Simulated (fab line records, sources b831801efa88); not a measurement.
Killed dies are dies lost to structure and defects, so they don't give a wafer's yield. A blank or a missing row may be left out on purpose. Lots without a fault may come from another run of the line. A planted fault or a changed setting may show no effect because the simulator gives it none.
One fault seen from 2 desks | flow sky130 | each desk has only its own numbers; what lay behind them comes last

THE TOOL OWNER'S DESK: litho_track-02
The tool's own readings at SKY_PWDE_COAT_02 (resist thk 3000 nm): means of the sampled wafers that have a number, for each lot that ran on this tool. A lot is out of limits, marked OUT, if its mean lies more than 4 standard deviations from the usual mean; the brackets give that distance.
Columns: A = spin_speed_rpm at SKY_PWDE_COAT_02, usual 1999.7 rpm
lot  | first seen here | A
L387 | day 4 14:00     | 2000.8
L388 | day 4 19:33     | 1952.6 (-29) OUT
L389 | day 5 01:12     | 1952.9 (-29) OUT
L390 | day 5 08:12     | 1953.1 (-29) OUT
L403 | day 8 07:00     | 2000.6
L405 | day 8 18:03     | 2000.4
This desk's finding: out of limits on L388, L389, L390; first on L388, day 4 19:33 (spin_speed_rpm at SKY_PWDE_COAT_02). In limits: L387, L403, L405.

THE METROLOGY DESK
What the gauges read, lot by lot, whatever tool the lot ran on: means of the sampled wafers that have a number. A lot is out of limits, marked OUT, if its mean lies more than 4 standard deviations from the usual mean; the brackets give that distance.
Columns: A = FIELD_ISO_CVD_03_THK at SKY_FIELD_ISO_THK_MEAS_04, usual 162.4 nm; B = cd_nm at SKY_FIELD_ISO_CD_MEAS_13, usual 150.2 nm
lot  | first seen here | A     | B
L383 | day 1 20:23     | 160.9 | 150.1
L387 | day 2 16:05     | 161.3 | 149.5
L388 | day 2 21:11     | 162.6 | 148.8
L389 | day 3 00:44     | 163.6 | 150.6
L390 | day 3 06:05     | 163.1 | 152.1
L395 | day 4 08:04     | 163.2 | 150.5
L399 | day 5 08:13     | 163.8 | 148.7
L400 | day 5 11:13     | 161.0 | 150.0
L401 | day 5 14:02     | 162.2 | 150.8
L402 | day 5 17:39     | 163.5 | 152.2
L403 | day 5 22:30     | 163.4 | 147.8
L405 | day 6 09:11     | 160.9 | 150.0
This desk's finding: nothing out of limits on any of the 12 lots.

PUT TOGETHER
The tool owner's desk could have raised an alarm at day 4 19:33, on L388, L389, L390.
The metrology desk saw nothing out of limits.
The metrology desk has L388, L389, L390 on record, within its limits.
Of the lots named, all ran SKY_PWDE_COAT_02 on litho_track-02.

WHAT THE SIMULATOR HAD PUT IN
Process parameter drift: litho_track-02, from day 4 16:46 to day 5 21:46, at SKY_PWDE_COAT_02. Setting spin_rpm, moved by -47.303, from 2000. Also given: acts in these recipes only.
Lots struck among those shown: L388, L389, L390.
Hours from the fault's start to each desk's first reading out of limits: the tool owner's desk, 3.
